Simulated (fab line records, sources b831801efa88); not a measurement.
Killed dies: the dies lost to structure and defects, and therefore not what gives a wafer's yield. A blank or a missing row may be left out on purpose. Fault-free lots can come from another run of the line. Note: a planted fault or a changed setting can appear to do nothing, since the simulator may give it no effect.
Matching of chambers -- flow gf180mcu -- 4 sister chambers for GF_V2_CMP_26 on cmp-01
The step polishes, stops on SiO2, t overpolish 15 s, target thk 0 nm. 14 wafers are shown with their chamber, then 7 later ones without.

== WAFERS, EACH WITH ITS CHAMBER ==
wafer,chamber,motor_current_A (A),time_to_endpoint_s (s),overpolish_run_s (s)
L958.1,1,10.8,82.0,15.000
L958.3,3,10.0,86.7,14.999
L958.4,0,10.1,80.3,15.005
L959.1,2,11.0,80.3,14.987
L959.2,3,10.1,86.1,15.008
L959.5,0,10.0,84.6,15.003
L961.1,1,10.5,85.9,15.012
L961.5,1,10.7,86.0,14.990
L961.6,0,10.6,79.7,15.001
L962.3,0,10.1,84.4,14.998
L962.4,2,11.0,76.5,15.004
L962.6,0,10.0,77.7,15.000
L973.1,2,11.4,83.8,15.007
L973.3,3,10.3,88.9,14.993

SIGNATURES (means of the wafers above)
reading,chamber 0,chamber 1,chamber 2,chamber 3,scatter within a chamber
motor_current_A,10.160,10.667,11.133,10.133,0.213
time_to_endpoint_s,81.340,84.633,80.200,87.233,2.8
overpolish_run_s,15.00140,15.00067,14.99933,15.00000,0.00786
Rule: a wafer's distance from a chamber is the root of the sum, over the readings, of the square of ((its reading less the chamber's mean) divided by the reading's scatter). If the next closest chamber is less than 2 further off than the closest, the wafer can't be placed; otherwise it belongs to the closest. The scatter: take each reading less its chamber's mean, square it, sum over the shown wafers, divide by the number of wafers less the number of chambers, and take the root.

== WAFERS WHOSE CHAMBER IS MISSING ==
wafer,motor_current_A (A),time_to_endpoint_s (s),overpolish_run_s (s)
L973.6,11.0,84.7,15.008
L979.1,10.2,85.3,15.012
L979.3,10.9,82.5,15.001
L979.6,9.7,81.0,14.999
L980.1,10.4,82.9,15.005
L980.2,9.9,86.4,14.996
L980.6,10.5,83.6,15.001

== EACH ONE'S CHAMBER ==
wafer,from the rows above,in truth
L973.6,can't be placed: 1 or 2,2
L979.1,can't be placed: 3 or 0 or 1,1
L979.3,can't be placed: 1 or 2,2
L979.6,can't be placed: 0 or 3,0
L980.1,can't be placed: 0 or 1 or 3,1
L980.2,can't be placed: 3 or 0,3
L980.6,can't be placed: 1 or 0 or 3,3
Placed correctly: 0 of 7. Not placeable from these rows: 7 (in 7, the candidates include the true chamber). Wrongly placed: 0.
